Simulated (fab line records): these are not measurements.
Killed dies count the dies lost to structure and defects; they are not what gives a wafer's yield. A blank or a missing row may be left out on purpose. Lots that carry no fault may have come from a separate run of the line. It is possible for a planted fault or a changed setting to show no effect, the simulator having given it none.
Which tool is to blame?	flow gf180mcu	11 lots, 33 wafers sampled, at 6 steps of a route of 602

== WHAT EACH GAUGE READ, for each wafer ==
GF_CONTACT_OVL_MEAS_15. Usual: CONTACT_OVL 2 nm, standard deviation 6.
lot	measured	on	CONTACT_OVL (nm)	flag
L715	day 15 19:35	overlay-01	7 14 -4	
L716	day 16 10:55	overlay-02	-3 -3 3	
L717	day 16 11:53	overlay-01	9 13 1	
L720	day 17 11:21	overlay-01	5 -1 8	
L721	day 17 17:50	overlay-01	-7 6 -8	
L722	day 18 08:33	overlay-02	-7 2 -5	
L724	day 19 09:56	overlay-01	5 6 -3	
L728	day 20 20:29	overlay-02	9 9 2	
L729	day 20 22:11	overlay-01	11 16 13	
L731	day 21 20:53	overlay-02	-2 -14 -10	
L737	day 23 11:53	overlay-01	-1 -3 -2	

GF_V1_RS_MEAS_24: a four-point-probe measurement. Usual: V1_W_RS 0.324 ohm/sq, standard deviation 0.0058.
lot	measured	on	V1_W_RS (ohm/sq)	flag
L715	day 17 21:44	film metro-02	0.329 0.332 0.321	
L716	day 18 13:31	film metro-02	0.324 0.330 0.318	
L717	day 18 14:54	film metro-01	0.328 0.329 0.312	
L720	day 19 15:32	film metro-02	0.322 0.329 0.320	
L721	day 19 22:57	film metro-02	0.331 0.320 0.332	
L722	day 20 13:57	film metro-03	0.330 0.317 0.331	
L724	day 21 14:20	film metro-03	0.317 0.326 0.317	
L728	day 23 00:40	film metro-02	0.329 0.332 0.321	
L729	day 23 01:08	film metro-01	0.329 0.325 0.318	
L731	day 23 22:13	film metro-01	0.320 0.331 0.327	
L737	day 25 10:41	film metro-03	0.321 0.334 0.242 0.320 0.333 0.242	OFF

GF_V1_THK_MEAS_25: measures by xrf. Usual: V1_W_THK 347 nm, standard deviation 10.
lot	measured	on	V1_W_THK (nm)	flag
L715	day 17 21:52	film metro-02	337 334 344	
L716	day 18 13:37	film metro-02	340 336 349	
L717	day 18 15:01	film metro-01	346 345 363	
L720	day 19 15:40	film metro-02	344 339 348	
L721	day 19 23:02	film metro-02	336 349 336	
L722	day 20 14:04	film metro-03	346 361 345	
L724	day 21 14:26	film metro-03	366 354 365	
L728	day 23 00:46	film metro-02	338 336 346	
L729	day 23 01:14	film metro-01	343 347 355	
L731	day 23 22:20	film metro-01	355 345 346	
L737	day 25 14:00	film metro-03	357 344 476 359 346 475	OFF

== WHICH TOOL RAN EACH LOT (tool, then ch and the chambers of the sampled wafers, then the start) ==
lot	GF_M1_SPUTTER_01	GF_V1_ETCH_16	GF_V1_CVD_23
L715	pvd sputter-04, day 15 20:54	rie diel-03 ch 2,3, day 17 20:49	cvd w-02 ch 0,1, day 17 21:37
L716	pvd sputter-02, day 16 12:11	rie diel-02 ch 0,1,2, day 18 12:37	cvd w-01 ch 0,1, day 18 13:23
L717	pvd sputter-04, day 16 13:11	rie diel-04 ch 1,2,3, day 18 14:01	cvd w-01 ch 0,1, day 18 14:47
L720	pvd sputter-04, day 17 12:38	rie diel-04 ch 2,3, day 19 14:40	cvd w-01 ch 0,1, day 19 15:26
L721	pvd sputter-03, day 17 19:07	rie diel-02 ch 1,2, day 19 22:01	cvd w-01 ch 0,1, day 19 22:49
L722	pvd sputter-03, day 18 09:50	rie diel-03 ch 0,1,3, day 20 13:04	cvd w-01 ch 0,1, day 20 13:49
L724	pvd sputter-03, day 19 11:12	rie diel-03 ch 0,1,3, day 21 13:25	cvd w-01 ch 0,1, day 21 14:13
L728	pvd sputter-02, day 20 21:45	rie diel-02 ch 0,2,3, day 22 23:46	cvd w-01 ch 0,1, day 23 00:32
L729	pvd sputter-03, day 20 23:27	rie diel-03 ch 0,1,2, day 23 00:14	cvd w-01 ch 0,1, day 23 01:00
L731	pvd sputter-04, day 21 22:09	rie diel-02 ch 0,2,3, day 23 21:19	cvd w-01 ch 0,1, day 23 22:05
L737	pvd sputter-04, day 23 13:10	rie diel-02 ch 0,1, day 25 09:47	cvd w-01 ch 0,1, day 25 10:35
- GF_M1_SPUTTER_01: material TiN, target thk 30 nm, time 25 s.
- GF_V1_ETCH_16: etches BARC in N2/H2.
- GF_V1_CVD_23: deposits W, target thk 350 nm, time 105.05 s.

== WHAT THE TOOLS THEMSELVES READ (means of the sampled wafers that have a number; where no wafer has one, the mark that the record gives instead) ==
GF_M1_SPUTTER_01. Usual: throttle valve pct 30.2 %, standard deviation 0.91.
lot	tool	throttle valve pct (%)	flag
L715	pvd sputter-04	30.5	
L716	pvd sputter-02	29.9	
L717	pvd sputter-04	30.9	
L720	pvd sputter-04	31.0	
L721	pvd sputter-03	29.5	
L722	pvd sputter-03	30.1	
L724	pvd sputter-03	30.7	
L728	pvd sputter-02	29.9	
L729	pvd sputter-03	30.5	
L731	pvd sputter-04	30.8	
L737	pvd sputter-04	30.5	

GF_V1_ETCH_16. Usual: drypump motor current A 5.5 A, standard deviation 0.41; oes product au 0.855 a.u., standard deviation 0.0049; throttle valve pct 13.224 %, standard deviation 0.0088.
lot	tool	drypump motor current A (A)	oes product au (a.u.)	throttle valve pct (%)	flag
L715	rie diel-03	5.6	0.853	13.221	
L716	rie diel-02	5.3	0.852	13.224	
L717	rie diel-04	5.7	0.853	13.224	
L720	rie diel-04	6.0	0.856	13.225	
L721	rie diel-02	5.2	0.853	13.218	
L722	rie diel-03	5.3	0.854	13.219	
L724	rie diel-03	5.3	0.856	13.217	
L728	rie diel-02	5.5	0.855	13.224	
L729	rie diel-03	5.4	0.852	13.225	
L731	rie diel-02	5.5	0.849	13.219	
L737	rie diel-02	5.4	0.858	13.235	

GF_V1_CVD_23. Usual: heater power w 913 W, standard deviation 62.
lot	tool	heater power w (W)	flag
L715	cvd w-02	882	
L716	cvd w-01	909	
L717	cvd w-01	896	
L720	cvd w-01	937	
L721	cvd w-01	910	
L722	cvd w-01	893	
L724	cvd w-01	930	
L728	cvd w-01	880	
L729	cvd w-01	890	
L731	cvd w-01	887	
L737	cvd w-01	900	

== THE ANSWER, worked out from the rows above alone ==
Rule: take the mean of a lot's wafers that have a number; if it is more than 3 standard deviations from the usual mean, the lot is off. Also off: a lot with no number at a reading for which 4 or more lots have one. The other lots that the step has rows for count as sound. After the gauges, taken in route order, come the tools' own readings; for these a lot's mean is taken, as printed above. The first step at which some lot is off is used, and at that step the reading that is off furthest; a lot without a number counts as furthest.
Off: L737, at GF_V1_RS_MEAS_24 (V1_W_RS).
If a tool, at a process step before that reading, ran all the lots that are off and no sound lot after the first of them, it fits. Gauges at GF_V1_RS_MEAS_24: tried the same way as those tools. Can't be told from this: 4 tools fit, pvd sputter-04 at GF_M1_SPUTTER_01, rie diel-02 at GF_V1_ETCH_16, cvd w-01 at GF_V1_CVD_23, film metro-03 at GF_V1_RS_MEAS_24.

== WHAT THE SIMULATOR PUT IN ==
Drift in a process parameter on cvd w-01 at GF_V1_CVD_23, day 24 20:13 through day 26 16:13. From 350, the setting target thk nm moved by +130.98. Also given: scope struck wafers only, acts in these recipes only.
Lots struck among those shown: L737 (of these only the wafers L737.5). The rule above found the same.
